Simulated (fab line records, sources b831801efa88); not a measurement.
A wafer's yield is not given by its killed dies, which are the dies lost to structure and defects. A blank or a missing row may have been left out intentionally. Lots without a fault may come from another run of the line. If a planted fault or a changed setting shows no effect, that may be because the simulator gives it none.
Struck lot and sound lot, side by side    flow sky130    15 steps out of a route of 708
Sound: the wafers L916.2, L916.4, L916.5. Struck: wafers L921.2, L921.4, L921.5. The cause is named last.
Each step with rows lists, per side, the tool, then ch with its chambers, then its first start. Under that, the readings that differ: sound wafers    struck wafers    difference of the means    sigmas: that difference in standard deviations of wafers without a fault.
alike: readings with means less than 2 such deviations apart, plus words and numbers identical on both sides. not compared: withheld readings, readings lacking a value on some wafer, bounds such as >300 that could conceal the same value, and numbers that have no deviation in the record and whose values overlap.
Wherever a step has rows on one side only, a row that says differs or no value, or a row with sigmas, the two part there. When numbers do not overlap yet have no deviation, they are printed without sigmas and do not part them. A reading that every wafer of one side lacks parts them only if that side has two wafers or more.

first, 2 steps without rows for these wafers: SKY_CAPM_PEB_10; SKY_CAPM_DEVELOP_11 (develop time 60 s).
SKY_CAPM_OVL_MEAS_12:
  sound on overlay-01, day 40 15:14; struck on overlay-01, day 41 19:10
  alike: CAPM_OVL
SKY_CAPM_METAL_ETCH_13: etches TiN in Cl2/BCl3, stops on SiO2, target depth 220 nm, time 62.9 s.
  sound on rie metal-04 ch 0, day 40 15:16; struck on rie metal-01 ch 0, day 41 19:12
reading                      sound              struck             difference  sigmas
drypump motor current A (A)  4.9 4.9 5.0        6.1 6.1 6.1        +1.2        +2
oes product au (a.u.)        0.947 0.949 0.946  0.932 0.931 0.928  -0.017      -2
  alike: throttle valve pct
  not compared: rf hours counter h
SKY_CAPM_STRIP_14: strips in O2/N2.
  sound on plasma asher-02 ch 1, day 40 15:21; struck on plasma asher-02 ch 0, day 41 19:17
reading                       sound              struck             difference  sigmas
strip time to endpoint s (s)  12.55 12.58 12.60  12.67 12.65 12.70  +0.10       +2
  alike: drypump motor current A, oes product au
  not compared: rf hours counter h
then, 7 steps without rows for these wafers: SKY_CAPM_STRIP_15 (strips in post etch residue remover, time 1200 s); SKY_CAPM_CLEAN_16 (cleans in IPA, time 180 s); SKY_CAPM_CLEAN_17 (cleans in O3/DIW); SKY_METAL3_DEHYDRATE_05 (time 60 s); SKY_METAL3_HMDS_06 (prime time 60 s); SKY_METAL3_COAT_07 (resist thk 60 nm); SKY_METAL3_COAT_08 (resist thk 1140 nm).
SKY_METAL3_SOFTBAKE_09: time 90 s.
  sound on litho track-02 ch 0, day 41 03:00; struck on litho track-01 ch 0, day 42 07:00
reading                   sound                struck                difference  sigmas
heater power total W (W)  57.35 57.41 57.48    59.42 59.44 59.58     +2.07       +17
plate temp C (C)          100.02 100.03 99.92  102.56 102.63 102.48  +2.57       +21
then, 1 step without rows for these wafers: SKY_METAL3_EXPOSE_10 (exposes mask MM3, target cd 300 nm).
-- the record jumps here: 7 days lie between the struck wafers' starts before and after (it left off in module METAL3 and takes up again in module PAD_OPEN, whose first step shown is number 708 of the route) --
SKY_PAD_OPEN_PROBE_99:
  sound on prober-02, day 48 07:16; struck on prober-01, day 49 05:17
  alike: defect limited yield, killed_at_M0_to_M3, killed_at_M4_up, killed at contacts, killed at front end, killed at other, killed dies, killed open, killed short, sort_bin_3_pad_short, sort_bin_5_function, sort_bin_6_memory, sort n pass, sort yield pct

## WHERE THEY PART
At SKY_CAPM_METAL_ETCH_13 first; at SKY_METAL3_SOFTBAKE_09 last (within this record only). Later steps at which nothing parts them and some readings are alike: SKY_PAD_OPEN_PROBE_99.

WHY: the cause the simulator had injected
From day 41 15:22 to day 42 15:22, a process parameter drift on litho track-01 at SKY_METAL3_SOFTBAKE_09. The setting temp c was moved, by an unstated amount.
